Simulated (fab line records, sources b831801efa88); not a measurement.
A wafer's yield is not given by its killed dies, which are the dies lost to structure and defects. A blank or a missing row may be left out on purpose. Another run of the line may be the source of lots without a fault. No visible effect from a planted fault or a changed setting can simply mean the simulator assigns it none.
fab line records | flow sfq_line
record lots=6 | wafers=18 | last_day=86
route steps=325 shown I0@57 M1@58
lots untouched by any fault: they come from a run of this same line in which no faults occurred
start_h: the number of hours between the record's first day and the start of the first shown wafer of the lot | wait_h: time in hours since the lot's previous step | " identical to the entry in the row above | L1.1+2: several wafers, shown together as one row | - no value, or no start given | * or withheld: withheld | < > ~ a bound
route shown NAME@n: NAME is a module with steps in the file, n the number in the route of the first one | usual: mean and standard deviation over wafers with no fault | same: alike in all rows | chamber/n: place in a boat | sites: readings site by site | _std_site: their standard deviation | _edge_site: mean of outer sites minus mean of inner sites | radius_mm: how far each site lies from the wafer's centre | mask NAME#n: copy n | behind: the last tool/chamber to shape the wafer | hold: cause of the lot's hold/its duration in hours/its outcome | device: the transistor (n, p or np) that didn't switch | end of line: tests of these same wafers at the route's end | a step given without rows: its recipe and nothing more | killed: the dies lost at the first sort to structure and to defects; this is not the yield of the wafer | map: a wafer's dies, x killed, . not, _ none there
set.NAME: the setting the step ran with; set.NAME@STEP: the setting that earlier step ran with | model.NAME: the simulator's own value behind a step, which no gauge read
certain route steps with their lots: each step a table, each wafer a row
services: from which hour (start_h, from the record's first day; less than 0 if before it) a tool's chamber was out of use, for how many hours, and why
## steps
# step SFQ_TRILAYER_I0_VIA_STRIP_SOLV_CLEAN_036
# recipe chemistry=NMP | temp_c=70 | time_s=600
# step SFQ_TRILAYER_M1_DEP_PRE_CLEAN_038
# recipe gas=Ar | time_s=22.5 | bias_v=250
# step SFQ_TRILAYER_M1_DEP_SPUTTER_037
# recipe material=Nb | base_pressure_pa=1.33e-06 | chamber_pressure_pa=0.1333 | substrate_temp_c=20 | resputter_cathode_voltage_v=400 | target_thk_nm=200 | power_w=2000 | time_s=133.3
# usual throttle_valve_pct=30.0/1.2
lot.wafer | tool           | chamber | start_h | wait_h | throttle_valve_pct
L988.1    | pvd_sputter-03 | -       | 279.33  | 0.0    | 28.6
L988.3    | "              | -       | "       | "      | 28.1
L988.5    | "              | -       | "       | "      | 28.0
L991.1    | pvd_sputter-06 | -       | 297.41  | 0.0    | 29.0
L991.2    | "              | -       | "       | "      | 30.9
L991.5    | "              | -       | "       | "      | 29.5
L995.2    | pvd_sputter-05 | -       | 317.73  | 0.0    | 30.4
L995.4    | "              | -       | "       | "      | 31.4
L995.6    | "              | -       | "       | "      | 29.4
L996.2    | pvd_sputter-03 | -       | 326.23  | 0.0    | 31.5
L996.4    | "              | -       | "       | "      | 30.4
L996.6    | "              | -       | "       | "      | 27.9
L998.2    | pvd_sputter-06 | -       | 343.78  | 0.0    | 30.7
L998.4    | "              | -       | "       | "      | 31.1
L998.5    | "              | -       | "       | "      | 31.5
L101.2    | pvd_sputter-03 | -       | 371.18  | 0.0    | 27.8
L101.3    | "              | -       | "       | "      | 31.6
L101.6    | "              | -       | "       | "      | 27.5
# step SFQ_M1_RS_MEAS_909
# recipe thk_meas_gauge=four-point-probe | reads=Nb_of_TRILAYER_M1_DEP_SPUTTER_037
# usual M1_NB_RS=0.891/0.0098
lot.wafer | tool          | chamber | start_h | wait_h | M1_NB_RS[ohm/sq]
L988.1    | film_metro-02 | -       | 279.42  | 0.0    | 0.896
L988.3    | "             | -       | "       | "      | 0.891
L988.5    | "             | -       | "       | "      | 0.891
L991.1    | film_metro-02 | -       | 297.50  | 0.0    | 0.901
L991.2    | "             | -       | "       | "      | 0.897
L991.5    | "             | -       | "       | "      | 0.906
L995.2    | film_metro-01 | -       | 317.84  | 0.1    | 0.885
L995.4    | "             | -       | "       | "      | 0.885
L995.6    | "             | -       | "       | "      | 0.885
L996.2    | film_metro-03 | -       | 326.34  | 0.1    | 0.885
L996.4    | "             | -       | "       | "      | 0.887
L996.6    | "             | -       | "       | "      | 0.887
L998.2    | film_metro-02 | -       | 343.89  | 0.1    | 0.893
L998.4    | "             | -       | "       | "      | 0.903
L998.5    | "             | -       | "       | "      | 0.899
L101.2    | film_metro-02 | -       | 371.29  | 0.1    | 0.892
L101.3    | "             | -       | "       | "      | 0.896
L101.6    | "             | -       | "       | "      | 0.892
# step SFQ_TRILAYER_M1_LITHO_COAT_044
# recipe resist=BARC | spin_rpm=3000 | resist_thk_nm=62
# step SFQ_TRILAYER_M1_LITHO_COAT_039
# recipe resist=KrF | spin_rpm=3000 | resist_thk_nm=600
# step SFQ_TRILAYER_M1_LITHO_SOFTBAKE_043
# recipe temp_c=withheld | time_s=withheld | resist=KrF
# step SFQ_TRILAYER_M1_LITHO_EXPOSE_040
# recipe mask_id=M1 | na=0.6 | source_shape=conventional | sigma_outer=0.65 | target_cd_nm=500 | dose_mj=14.4
# step SFQ_TRILAYER_M1_LITHO_PEB_042
# recipe peb_temp_c=115 | peb_time_s=60 | resist=KrF
# step SFQ_TRILAYER_M1_LITHO_DEVELOP_041
# recipe time_s=60 | resist=KrF
# step SFQ_M1_OVL_MEAS_911
# usual M1_OVL=-2/4.7
lot.wafer | tool       | chamber | start_h | wait_h | M1_OVL[nm]
L988.1    | overlay-02 | -       | 395.39  | 0.1    | 4
L988.3    | "          | -       | "       | "      | 4
L988.5    | "          | -       | "       | "      | -3
L991.1    | overlay-02 | -       | 420.28  | 0.1    | 2
L991.2    | "          | -       | "       | "      | 3
L991.5    | "          | -       | "       | "      | 1
L995.2    | overlay-01 | -       | 445.49  | 0.1    | -9
L995.4    | "          | -       | "       | "      | -5
L995.6    | "          | -       | "       | "      | -3
L996.2    | overlay-01 | -       | 451.04  | 0.1    | -6
L996.4    | "          | -       | "       | "      | -4
L996.6    | "          | -       | "       | "      | -1
L998.2    | overlay-01 | -       | 470.24  | 0.1    | -5
L998.4    | "          | -       | "       | "      | -2
L998.5    | "          | -       | "       | "      | -5
L101.2    | overlay-02 | -       | 497.49  | 0.1    | -3
L101.3    | "          | -       | "       | "      | 0
L101.6    | "          | -       | "       | "      | 0
# step SFQ_TRILAYER_M1_BARC_OPEN_METAL_ETCH_054
# recipe mask_material=PR | chemistry=O2 | target_depth_nm=125 | target=BARC | icp_w=600 | bias_w=80 | pressure_mtorr=10 | time_s=41.7
# usual drypump_motor_current_A=5.34/0.26 | oes_product_au=0.684/0.0045
lot.wafer | tool         | chamber | start_h | wait_h | drypump_motor_current_A | oes_product_au | rf_hours_counter_h | model.KrF_of_TRILAYER_M1_LITHO_COAT_039.thk_nm
L988.1    | rie_metal-04 | 0       | 395.43  | 0.0    | 4.89                    | 0.684          | 131                | 533.2
L988.3    | "            | 0       | "       | "      | 4.88                    | 0.692          | -                  | 522.5
L988.5    | "            | 1       | "       | "      | 5.47                    | 0.684          | -                  | 523
L991.1    | rie_metal-04 | 0       | 420.32  | 0.0    | 4.90                    | 0.683          | 136                | 532.6
L991.2    | "            | 1       | "       | "      | 5.46                    | 0.683          | 62                 | 523.4
L991.5    | "            | 1       | "       | "      | 5.46                    | 0.677          | -                  | 524.2
L995.2    | rie_metal-02 | 0       | 445.52  | 0.0    | 5.48                    | 0.683          | 40                 | 521.4
L995.4    | "            | 0       | "       | "      | 5.48                    | 0.679          | -                  | 525
L995.6    | "            | 1       | "       | "      | 5.67                    | 0.672          | -                  | 522.4
L996.2    | rie_metal-01 | 1       | 451.07  | 0.0    | 5.39                    | 0.684          | 71                 | 523.3
L996.4    | "            | 0       | "       | "      | 5.37                    | 0.687          | -                  | 520.6
L996.6    | "            | 1       | "       | "      | 5.38                    | 0.685          | -                  | 520.6
L998.2    | rie_metal-02 | 1       | 470.27  | 0.0    | 5.64                    | 0.678          | 81                 | 523.4
L998.4    | "            | 1       | "       | "      | 5.66                    | 0.691          | -                  | 521.8
L998.5    | "            | 1       | "       | "      | 5.63                    | 0.692          | -                  | 521.8
L101.2    | rie_metal-04 | 0       | 497.52  | 0.0    | 4.90                    | 0.684          | 151                | 522
L101.3    | "            | 1       | "       | "      | 5.47                    | 0.689          | -                  | 521.6
L101.6    | "            | 0       | "       | "      | 4.87                    | 0.686          | -                  | 523.1
# step SFQ_TRILAYER_M1_ETCH_METAL_ETCH_042
# recipe target=Nb | stop_on=SiO2 | mask_material=PR | chemistry=Cl2/Ar | target_depth_nm=240 | icp_w=600 | bias_w=80 | pressure_mtorr=10 | time_s=120
# usual drypump_motor_current_A=5.33/0.26 | oes_product_au=0.894/0.0068
lot.wafer | tool         | chamber | start_h | wait_h | drypump_motor_current_A | oes_product_au | rf_hours_counter_h | model.KrF_of_TRILAYER_M1_LITHO_COAT_039.thk_nm
L988.1    | rie_metal-04 | 0       | 395.49  | 0.0    | 4.88                    | 0.886          | 131                | 392.3
L988.3    | "            | 0       | "       | "      | 4.87                    | 0.902          | -                  | 383.4
L988.5    | "            | 1       | "       | "      | 5.46                    | 0.901          | -                  | 383.9
L991.1    | rie_metal-04 | 0       | 420.38  | 0.0    | 4.92                    | 0.895          | 136                | 393.4
L991.2    | "            | 1       | "       | "      | 5.46                    | 0.889          | 62                 | 385.4
L991.5    | "            | 1       | "       | "      | 5.44                    | 0.888          | -                  | 386
L995.2    | rie_metal-02 | 0       | 445.58  | 0.0    | 5.47                    | 0.894          | 40                 | 382.4
L995.4    | "            | 0       | "       | "      | 5.46                    | 0.902          | -                  | 384.5
L995.6    | "            | 1       | "       | "      | 5.67                    | 0.891          | -                  | 383.2
L996.2    | rie_metal-01 | 1       | 451.13  | 0.0    | 5.38                    | 0.896          | 71                 | 380.5
L996.4    | "            | 0       | "       | "      | 5.32                    | 0.886          | -                  | 375.8
L996.6    | "            | 1       | "       | "      | 5.38                    | 0.891          | -                  | 377.8
L998.2    | rie_metal-02 | 1       | 470.33  | 0.0    | 5.70                    | 0.902          | 81                 | 384.3
L998.4    | "            | 1       | "       | "      | 5.70                    | 0.889          | -                  | 383.5
L998.5    | "            | 1       | "       | "      | 5.69                    | 0.896          | -                  | 382.1
L101.2    | rie_metal-04 | 0       | 497.58  | 0.0    | 4.89                    | 0.891          | 151                | 380.7
L101.3    | "            | 1       | "       | "      | 5.44                    | 0.895          | -                  | 383.1
L101.6    | "            | 0       | "       | "      | 4.87                    | 0.887          | -                  | 381.1
# step SFQ_TRILAYER_M1_STRIP_STRIP_043
# recipe gas=O2 | power_w=200 | platen_temp_c=40 | overash_fraction=0.65 | chemistry=O2 | pressure_mtorr=50
# usual drypump_motor_current_A=5.33/0.27 | oes_product_au=0.997/0.0078
lot.wafer | tool         | chamber | start_h | wait_h | drypump_motor_current_A | oes_product_au | rf_hours_counter_h
L988.1    | rie_metal-04 | 0       | 395.61  | 0.1    | 4.87                    | 0.986          | 131
L988.3    | "            | 0       | "       | "      | 4.89                    | 1.008          | -
L988.5    | "            | 1       | "       | "      | 5.45                    | 0.984          | -
L991.1    | rie_metal-04 | 0       | 420.50  | 0.1    | 4.88                    | 0.996          | 136
L991.2    | "            | 1       | "       | "      | 5.47                    | 0.986          | 62
L991.5    | "            | 1       | "       | "      | 5.47                    | 0.977          | -
L995.2    | rie_metal-02 | 0       | 445.70  | 0.1    | 5.49                    | 0.995          | 40
L995.4    | "            | 0       | "       | "      | 5.47                    | 0.997          | -
L995.6    | "            | 1       | "       | "      | 5.71                    | 0.983          | -
L996.2    | rie_metal-01 | 1       | 451.25  | 0.1    | 5.38                    | 1.009          | 71
L996.4    | "            | 0       | "       | "      | 5.34                    | 1.017          | -
L996.6    | "            | 1       | "       | "      | 5.39                    | 1.011          | -
L998.2    | rie_metal-02 | 1       | 470.45  | 0.1    | 5.70                    | 0.993          | 81
L998.4    | "            | 1       | "       | "      | 5.70                    | 0.986          | -
L998.5    | "            | 1       | "       | "      | 5.66                    | 1.003          | -
L101.2    | rie_metal-04 | 0       | 497.70  | 0.1    | 4.87                    | 1.014          | 151
L101.3    | "            | 1       | "       | "      | 5.45                    | 0.999          | -
L101.6    | "            | 0       | "       | "      | 4.86                    | 1.002          | -
## services
tool           | chamber | start_h | hours | kind
pvd_sputter-03 | 2       | 267.68  | -     | consumable_replace:kit
pvd_sputter-03 | 2       | 267.68  | 18.0  | scheduled_down
pvd_sputter-03 | 2       | 267.68  | 18.0  | vent_cycle
rie_metal-01   | 0       | 303.92  | 1.1   | repair
rie_metal-02   | 1       | 332.00  | 11.1  | repair
rie_metal-04   | 1       | 332.29  | 11.3  | repair
rie_metal-02   | 0       | 345.60  | 3.7   | repair
pvd_sputter-05 | 3       | 351.37  | -     | consumable_replace:kit
pvd_sputter-05 | 3       | 351.37  | 18.0  | scheduled_down
pvd_sputter-05 | 3       | 351.37  | 18.0  | vent_cycle
rie_metal-01   | -       | 354.57  | 0.5   | repair
pvd_sputter-03 | -       | 394.25  | 0.6   | repair
rie_metal-01   | -       | 436.29  | 0.4   | repair
pvd_sputter-06 | -       | 443.46  | 25.3  | repair
rie_metal-01   | -       | 484.38  | 0.6   | repair
## key
first_sign none at tools or gauges
model_effect step=SFQ_TRILAYER_M1_BARC_OPEN_METAL_ETCH_054 | value=KrF_of_TRILAYER_M1_LITHO_COAT_039.thk_nm | without=523.5 | struck=532.9
model_effect step=SFQ_TRILAYER_M1_ETCH_METAL_ETCH_042 | value=KrF_of_TRILAYER_M1_LITHO_COAT_039.thk_nm | without=383.5 | struck=392.9
met_at SFQ_TRILAYER_M1_BARC_OPEN_METAL_ETCH_054
struck_wafers L988.1,L991.1
fault kind=process_parameter_drift | tool=rie_metal-04 | chamber=- | onset_h=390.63 | steps=SFQ_TRILAYER_M1_BARC_OPEN_METAL_ETCH_054 | channel=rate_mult | offset=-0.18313 | shape=step | end_h=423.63 | scope=struck_wafers_only
